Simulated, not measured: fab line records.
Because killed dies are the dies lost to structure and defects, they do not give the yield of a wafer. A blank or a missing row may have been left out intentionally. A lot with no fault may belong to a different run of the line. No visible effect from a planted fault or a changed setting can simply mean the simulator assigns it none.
fab line records    flow sky130
record: lots: 6  wafers: 18  last-day: 49
route steps=708 shown FIELD_ISO@7
lots that met no fault: from a run of the same line without faults
start-h: hours from the record's first day to the start of the lot's first wafer shown    wait-h: hours elapsed since this lot's preceding step    " same as the row above    L1.1+2: a row that stands for several wafers    - value missing, or start not given    * or withheld: withheld    < > ~ a bound
route shown NAME@n: a module of which the file shows steps, and the number in the route of the first    usual: mean/standard deviation of fault-free wafers    same: alike in all rows    chamber/n: place in a boat    sites: readings site by site    _std_site: the standard deviation of these    _edge_site: mean of outer sites minus mean of inner sites    radius-mm: how far each site lies from the wafer's centre    mask NAME#n: copy n    behind: the last tool/chamber to shape the wafer    hold: the reason the lot was held/the length of the hold in hours/how it ended    device: transistor that didn't switch, given as n, p or np    end of line: tests run on the same wafers once the route is complete    a step with no rows: only its recipe    killed: count of dies lost to structure and defects at first sort (not the wafer's yield)    map: per-die view of a wafer (x killed, . not killed, _ where there is no die)
set.NAME: setting as actually run; set.NAME@STEP: the setting as run at that earlier step    model.NAME: the simulator's own value behind a step, which no gauge read
lots seen at some steps along the route; tables by step, rows by wafer
services: the hour from which a tool's chamber was out of use, counted from the record's first day as start-h (under 0 if before that day), plus the number of hours and why
== steps ==
step: SKY_FIELD_ISO_HMDS_06
recipe: prime-time-s: 60  prime-temp-c: 120
step: SKY_FIELD_ISO_COAT_07
recipe: resist: BARC  temp-c: withheld  time-s: withheld  spin-rpm: 3000  resist-thk-nm: 60
step: SKY_FIELD_ISO_COAT_08
recipe: resist: KrF-thick  spin-rpm: 3000  resist-thk-nm: 450
step: SKY_FIELD_ISO_SOFTBAKE_09
recipe: temp-c: 100  time-s: 90  resist: KrF-thick
step: SKY_FIELD_ISO_EXPOSE_10
recipe: mask-id: FOM  na: 0.68  source-shape: annular  sigma-inner: 0.4  sigma-outer: 0.8  target-cd-nm: 150  dose-mj: 28
step: SKY_FIELD_ISO_PEB_11
recipe: peb-temp-c: withheld  peb-time-s: withheld  resist: KrF-thick
step: SKY_FIELD_ISO_DEVELOP_12
recipe: develop-time-s: 60  resist: KrF-thick  dev-temp-c: 21
step: SKY_FIELD_ISO_CD_MEAS_13
recipe: target-cd-nm: 150
usual: cd-nm: 150.0/1.5
lot.wafer  tool       chamber  start-h  wait-h  cd-nm
L278.1     cd-sem-02  -        45.48    -       151.9
L278.4     "          -        "        "       151.2
L278.6     "          -        "        "       152.9
L281.1     cd-sem-01  -        61.68    -       149.1
L281.2     "          -        "        "       149.4
L281.3     "          -        "        "       149.0
L287.2     cd-sem-02  -        92.63    -       149.7
L287.3     "          -        "        "       149.9
L287.6     "          -        "        "       149.5
L288.1     cd-sem-01  -        99.16    -       150.2
L288.3     "          -        "        "       149.8
L288.5     "          -        "        "       151.0
L289.1     cd-sem-02  -        102.93   -       151.2
L289.2     "          -        "        "       151.4
L289.5     "          -        "        "       150.2
L291.1     cd-sem-02  -        110.91   -       149.2
L291.2     "          -        "        "       149.8
L291.6     "          -        "        "       149.4
step: SKY_FIELD_ISO_ETCH_14
recipe: chemistry: N2/H2  target: BARC  ion-energy-ev: 200  source-w: 500  bias-w: 100  pressure-mtorr: 30  n2-flow-sccm: 100  h2-flow-sccm: 200  stop-on: SiO2  time-s: 45.9  target-depth-a: 600
usual: bias-w: 99.95/0.24  chamber-pressure-mTorr: 29.996/0.025  drypump-motor-current-A: 5.9/0.38  oes-product-au: 0.855/0.0047  throttle-valve-pct: 13.225/0.0094
lot.wafer  tool         chamber  start-h  wait-h  bias-w  chamber-pressure-mTorr  drypump-motor-current-A  oes-product-au  rf-hours-counter-h  throttle-valve-pct
L278.1     rie-diel-01  0        45.60    0.1     99.89   30.015                  6.4                      0.857           9                   13.221
L278.4     "            2        "        "       100.06  29.982                  5.3                      0.856           157                 13.230
L278.6     "            0        "        "       100.01  30.013                  6.4                      0.855           -                   13.229
L281.1     rie-diel-01  2        61.80    0.1     99.95   30.000                  5.3                      0.857           158                 13.248
L281.2     "            3        "        "       99.74   30.006                  6.0                      0.845           39                  13.223
L281.3     "            1        "        "       100.26  29.952                  5.9                      0.853           126                 13.227
L287.2     rie-diel-03  1        92.73    0.1     99.60   30.015                  6.1                      0.858           132                 13.239
L287.3     "            2        "        "       99.76   29.994                  5.7                      0.854           50                  13.244
L287.6     "            3        "        "       100.24  29.971                  5.8                      0.861           -                   13.222
L288.1     rie-diel-02  3        99.28    0.1     100.25  29.992                  5.6                      0.851           59                  13.224
L288.3     "            2        "        "       99.99   30.002                  6.3                      0.861           153                 13.232
L288.5     "            2        "        "       100.18  30.016                  6.2                      0.852           -                   13.218
L289.1     rie-diel-01  2        103.05   0.1     100.33  29.978                  5.3                      0.861           159                 13.229
L289.2     "            1        "        "       100.16  30.009                  5.9                      0.857           127                 13.218
L289.5     "            3        "        "       100.05  30.010                  6.0                      0.862           -                   13.217
L291.1     rie-diel-03  1        111.03   0.1     100.07  29.981                  6.1                      0.850           132                 13.234
L291.2     "            0        "        "       100.11  29.952                  5.2                      0.853           4                   13.224
L291.6     "            1        "        "       100.08  29.947                  6.1                      0.858           -                   13.230
step: SKY_FIELD_ISO_ETCH_15
recipe: chemistry: CHF3/O2  target-depth-nm: 180  stop-on: Si  source-w: 600  bias-w: 200  pressure-mtorr: 40  chf3-flow-sccm: 50  O2_flow_sccm: 5  time-s: 72
usual: O2_flow_sccm: 4.998/0.015  bias-w: 200.1/0.63  drypump-motor-current-A: 5.9/0.38  oes-product-au: 0.943/0.0069  throttle-valve-pct: 8.843/0.009
lot.wafer  tool         chamber  start-h  wait-h  O2_flow_sccm  bias-w  drypump-motor-current-A  oes-product-au  rf-hours-counter-h  throttle-valve-pct
L278.1     rie-diel-01  0        45.65    0.0     4.999         199.9   6.4                      0.948           9                   8.851
L278.4     "            2        "        "       5.011         201.2   5.3                      0.938           157                 8.840
L278.6     "            0        "        "       5.009         200.4   6.4                      0.940           -                   8.838
L281.1     rie-diel-01  2        61.85    0.0     4.997         200.0   5.3                      0.942           158                 8.838
L281.2     "            3        "        "       4.992         199.8   6.0                      0.933           39                  8.843
L281.3     "            1        "        "       4.984         199.8   5.9                      0.938           126                 8.838
L287.2     rie-diel-03  1        92.77    0.0     5.002         200.5   6.1                      0.946           132                 8.845
L287.3     "            2        "        "       5.035         199.8   5.7                      0.939           50                  8.848
L287.6     "            3        "        "       4.992         200.7   5.8                      0.939           -                   8.840
L288.1     rie-diel-02  3        99.32    0.0     5.026         200.0   5.6                      0.940           59                  8.846
L288.3     "            2        "        "       4.991         200.0   6.2                      0.941           153                 8.824
L288.5     "            2        "        "       5.003         199.7   6.2                      0.929           -                   8.833
L289.1     rie-diel-01  2        103.10   0.0     4.996         199.7   5.3                      0.933           159                 8.836
L289.2     "            1        "        "       5.007         199.3   5.9                      0.928           127                 8.832
L289.5     "            3        "        "       4.982         201.0   6.0                      0.938           -                   8.844
L291.1     rie-diel-03  1        111.07   0.0     4.986         199.9   6.1                      0.941           132                 8.844
L291.2     "            0        "        "       5.004         199.6   5.2                      0.962           4                   8.858
L291.6     "            1        "        "       4.997         199.0   6.1                      0.959           -                   8.847
step: SKY_FIELD_ISO_STRIP_16
recipe: chemistry: O2/N2  power-w: 1400  pressure-mtorr: 1500  platen-temp-c: withheld  o2-flow-sccm: 3000  n2-flow-sccm: 300  overash-fraction: 0.5
usual: drypump-motor-current-A: 5.7/0.71  o2-flow-sccm: 3000/8.8  oes-product-au: 0.378/0.0048  strip-time-to-endpoint-s: 3.55/0.032
lot.wafer  tool             chamber  start-h  wait-h  drypump-motor-current-A  o2-flow-sccm  oes-product-au  rf-hours-counter-h  strip-time-to-endpoint-s
L278.1     plasma-asher-01  0        45.70    0.0     4.8                      2999          0.379           37                  3.54
L278.4     "                0        "        "       4.9                      2986          0.381           -                   3.56
L278.6     "                1        "        "       5.2                      3008          0.378           -                   3.51
L281.1     plasma-asher-04  0        61.90    0.0     5.1                      3013          0.380           39                  3.53
L281.2     "                1        "        "       6.7                      3002          0.377           39                  3.54
L281.3     "                1        "        "       6.7                      2997          0.381           -                   3.49
L287.2     plasma-asher-02  1        92.83    0.0     6.5                      2999          0.374           25                  3.51
L287.3     "                0        "        "       5.8                      2997          0.371           -                   3.59
L287.6     "                0        "        "       5.8                      3011          0.379           -                   3.55
L288.1     plasma-asher-04  0        99.38    0.0     5.1                      3013          0.381           43                  3.54
L288.3     "                1        "        "       6.7                      2998          0.378           -                   3.59
L288.5     "                0        "        "       5.2                      3002          0.379           -                   3.58
L289.1     plasma-asher-04  0        103.15   0.0     5.1                      3000          0.377           44                  3.57
L289.2     "                1        "        "       6.7                      2998          0.374           44                  3.53
L289.5     "                1        "        "       6.7                      2995          0.382           -                   3.61
L291.1     plasma-asher-01  0        111.13   0.0     4.8                      3011          0.371           42                  3.48
L291.2     "                1        "        "       5.2                      3003          0.372           42                  3.56
L291.6     "                1        "        "       5.2                      3002          0.385           -                   3.48
step: SKY_FIELD_ISO_ETCH_17
recipe: target-depth-a: 3420  mask-material: Si3N4  chemistry: HBr/Cl2/O2  target: Si  taper-deg: 5  icp-w: 600  bias-w: 150  pressure-mtorr: 15  HBr_flow_sccm: 150  Cl2_flow_sccm: 40  O2_flow_sccm: 6  time-s: 97.7
usual: HBr_flow_sccm: 150.1/0.48  O2_flow_sccm: 6.002/0.017  drypump-motor-current-A: 5.5/0.5  oes-product-au: 0.998/0.0094  throttle-valve-pct: 25.658/0.01
lot.wafer  tool       chamber  start-h  wait-h  HBr_flow_sccm  O2_flow_sccm  drypump-motor-current-A  oes-product-au  rf-hours-counter-h  throttle-valve-pct
L278.1     rie-si-02  2        45.80    0.1     150.3          6.020         5.2                      1.010           87                  25.654
L278.4     "          1        "        "       149.6          6.027         5.8                      1.005           97                  25.651
L278.6     "          3        "        "       149.7          5.997         5.9                      0.997           -                   25.664
L281.1     rie-si-02  1        62.00    0.1     149.7          6.042         5.8                      1.000           97                  25.654
L281.2     "          2        "        "       150.5          6.017         5.2                      1.007           87                  25.664
L281.3     "          0        "        "       150.8          5.990         5.8                      0.995           71                  25.659
L287.2     rie-si-01  2        92.93    0.1     150.3          6.021         5.6                      0.989           2                   25.660
L287.3     "          0        "        "       150.2          6.002         5.0                      0.992           97                  25.669
L287.6     "          0        "        "       150.6          5.997         4.9                      1.004           -                   25.653
L288.1     rie-si-01  0        99.48    0.1     149.9          6.006         5.0                      0.997           97                  25.666
L288.3     "          1        "        "       150.4          5.999         6.5                      0.989           0                   25.665
L288.5     "          2        "        "       150.2          5.985         5.6                      1.006           -                   25.661
L289.1     rie-si-01  2        103.25   0.1     150.0          6.013         5.6                      0.990           2                   25.655
L289.2     "          0        "        "       150.5          5.987         5.0                      1.002           97                  25.655
L289.5     "          1        "        "       148.8          6.032         6.5                      0.992           -                   25.642
L291.1     rie-si-01  0        111.23   0.1     150.6          6.048         4.9                      1.002           97                  25.650
L291.2     "          3        "        "       149.6          6.006         4.8                      0.997           52                  25.654
L291.6     "          2        "        "       150.4          5.990         5.6                      0.989           -                   25.659
step: SKY_FIELD_ISO_WET_ETCH_18
recipe: chemistry: H3PO4  target-depth-nm: 25  temp-c: 160  target: Si3N4  time-s: 286
usual: bath-guard-temp-C: 159.9/0.66  bath-heat-duty-pct: 27.4/2
lot.wafer  tool          chamber  start-h  wait-h  bath-guard-temp-C  bath-heat-duty-pct  model.Si3N4_of_FIELD_ISO_CVD_03.thk-nm
L278.1     wet-bench-03  2        45.87    0.0     159.5              22.4                122.9
L278.4     "             2        "        "       159.0              24.4                122.7
L278.6     "             2        "        "       159.2              24.9                122.5
L281.1     wet-bench-03  0        62.07    0.0     159.8              27.4                124.1
L281.2     "             0        "        "       160.3              27.4                122.2
L281.3     "             0        "        "       160.5              29.8                125.4
L287.2     wet-bench-04  3        93.00    0.0     -                  -                   148.5
L287.3     "             3        "        "       -                  -                   148.5
L287.6     "             3        "        "       -                  -                   149.7
L288.1     wet-bench-03  1        99.55    0.0     -                  -                   148.2
L288.3     "             1        "        "       -                  -                   147.8
L288.5     "             1        "        "       -                  -                   148.4
L289.1     wet-bench-01  1        103.32   0.0     159.1              28.4                122
L289.2     "             1        "        "       159.4              27.9                122
L289.5     "             1        "        "       158.8              28.1                123.3
L291.1     wet-bench-03  2        111.30   0.0     160.3              22.1                125.8
L291.2     "             2        "        "       159.4              23.7                127.1
L291.6     "             2        "        "       159.6              23.5                126.7
step: SKY_FIELD_ISO_CLEAN_19
recipe: chemistry: SC1/SC2  mix: 1:4:20  temp-c: 70  time-s: 150
step: SKY_FIELD_ISO_CLEAN_20
recipe: chemistry: dHF  time-s: 20  dilution: 100:1
step: SKY_FIELD_ISO_WET_ETCH_21
recipe: chemistry: dHF  dilution: 100:1  target-depth-nm: 20  dry: ipa-marangoni  target: SiO2  temp-c: 25  time-s: 400
step: SKY_FIELD_ISO_OXIDATION_22
recipe: temp-c: 950  ambient: O2  stabilise-s: 600  purge-s: 300  target-thk-a: 100  ox-time-s: 623
step: SKY_FIELD_ISO_CVD_24
recipe: material: SiO2  target-thk-nm: 595  temp-c: 650  sigma-open-frac: 0.3  time-s: 99.2  sih4-flow-sccm: 60  pressure-mtorr: 6
step: SKY_FIELD_ISO_ANNEAL_26
recipe: temp-c: 1000  time-s: 1800  ambient: N2
step: SKY_FIELD_ISO_CMP_27
recipe: stop-on: Si3N4  t-overpolish-s: 16  down-force-psi: 4  platen-rpm: 60  target-thk-nm: 457.8  pad-velocity-m-s: 0.94248
usual: motor-current-A: 11.6/0.96
lot.wafer  tool    chamber  start-h  wait-h  motor-current-A
L278.1     cmp-01  2        50.16    0.1     13.0
L278.4     "       0        "        "       11.7
L278.6     "       1        "        "       10.7
L281.3     cmp-01  0        67.51    0.0     11.9
L281.1     "       2        "        "       13.2
L281.2     "       3        "        "       11.3
L287.2     cmp-02  3        97.97    0.0     10.8
L287.3     "       1        "        "       10.2
L287.6     "       3        "        "       11.0
L288.3     cmp-02  1        104.03   0.1     9.9
L288.1     "       2        "        "       12.7
L288.5     "       3        "        "       11.2
L289.1     cmp-01  0        106.52   0.0     11.7
L289.2     "       2        "        "       13.4
L289.5     "       0        "        "       11.5
L291.2     cmp-01  1        116.03   0.1     11.5
L291.1     "       3        "        "       11.2
L291.6     "       0        "        "       11.8
step: SKY_FIELD_ISO_WET_ETCH_28
recipe: chemistry: dHF  target-depth-nm: 23.7  target: SiO2  dilution: 10:1  temp-c: 25  time-s: 47
usual: bath-heat-duty-pct: 6.2/0.72  run-length-s: 75.0/2.8
lot.wafer  tool          chamber  start-h  wait-h  bath-heat-duty-pct  run-length-s  model.Si3N4_of_FIELD_ISO_CVD_03.thk-nm
L278.1     wet-bench-04  0        50.41    0.2     6.6                 75.0          116.9
L278.4     "             0        "        "       7.6                 75.0          116.8
L278.6     "             0        "        "       6.9                 75.0          116.6
L281.1     wet-bench-03  2        67.81    0.1     5.1                 73.3          118.2
L281.2     "             2        "        "       5.6                 73.3          116.3
L281.3     "             2        "        "       5.6                 73.3          119.4
L287.2     wet-bench-03  0        98.27    0.2     6.0                 78.6          142.6
L287.3     "             0        "        "       6.6                 78.6          142.7
L287.6     "             0        "        "       6.6                 78.6          143.8
L288.1     wet-bench-04  1        104.23   0.1     4.8                 78.9          142.4
L288.3     "             1        "        "       6.0                 78.9          141.9
L288.5     "             1        "        "       5.1                 78.9          142.5
L289.1     wet-bench-04  2        106.82   0.2     6.7                 73.7          116.1
L289.2     "             2        "        "       6.7                 73.7          116.1
L289.5     "             2        "        "       6.1                 73.7          117.4
L291.1     wet-bench-03  0        116.28   0.1     6.8                 72.7          119.9
L291.2     "             0        "        "       6.3                 72.7          121.2
L291.6     "             0        "        "       6.4                 72.7          120.7
step: SKY_FIELD_ISO_WET_ETCH_29
recipe: chemistry: H3PO4  target-depth-nm: 160  target: Si3N4  temp-c: 160  time-s: 1825
== services ==
tool             chamber  start-h  hours  kind
plasma-asher-02  -        30.89    2.1    repair
cmp-02           -        34.72    1.9    repair
cmp-02           -        37.05    5.5    pm
plasma-asher-02  -        40.11    2.8    pm
wet-bench-01     -        49.97    1.1    repair
rie-diel-01      -        56.98    2.8    pm
cmp-01           -        60.82    5.4    pm
cmp-02           -        64.00    4.0    pm
cmp-02           -        64.57    0.8    repair
cmp-02           -        68.00    -      consumable-replace:conditioner
cmp-02           -        68.00    -      consumable-replace:pad
rie-si-01        1        69.10    -      clean
rie-si-01        1        69.10    20.7   scheduled-down
rie-si-01        1        69.10    20.7   vent-cycle
rie-si-01        3        69.27    2.1    repair
rie-si-02        -        70.25    0.7    repair
cmp-01           -        73.81    4.9    repair
rie-si-02        -        92.65    0.1    repair
plasma-asher-01  -        95.61    7.7    repair
rie-diel-01      -        96.73    0.2    repair
cmp-02           -        99.86    3.9    repair
cmp-01           -        100.81   0.3    repair
rie-diel-03      -        112.25   2.8    pm
rie-si-01        0        115.69   10.9   repair
== key ==
first-sign: step: SKY_FIELD_ISO_WET_ETCH_18  reading: tool-record  direction: missing
effect none on later readings
model-effect: step: SKY_FIELD_ISO_WET_ETCH_18  value: Si3N4_of_FIELD_ISO_CVD_03.thk-nm  without: 123.2  struck: 148.5
model-effect: step: SKY_FIELD_ISO_WET_ETCH_28  value: Si3N4_of_FIELD_ISO_CVD_03.thk-nm  without: 117.4  struck: 142.7
met-at SKY_FIELD_ISO_WET_ETCH_18
struck-wafers L287.2,L287.3,L287.6,L288.1,L288.3,L288.5
later-rows-left-out L287.2,L287.3,L287.6,L288.1,L288.3,L288.5
sort-left-out L287.2,L287.3,L287.6,L288.1,L288.3,L288.5
tester-left-out L287,L288
onset-between 62.07 93.00
fault: kind: skipped-step-whole  tool: wet-bench-03,wet-bench-04  chamber: -  onset-h: 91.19  steps: SKY_FIELD_ISO_WET_ETCH_18  scope: struck-lots-only
tester-left-out: of these lots the tester's yield and bins aren't shown, on N5 and GAA mostly nor the transistor test; their killed dies are dies lost to structure and defects alone, not to doping, threshold or leakage, so they don't give the yield
sort-left-out: the simulated sort isn't trusted on such a fault, so these wafers' sort isn't shown, and their yield isn't known
later-rows-left-out: the simulator's readings of these wafers behind a module that went badly wrong aren't trusted and aren't shown, but for the sort
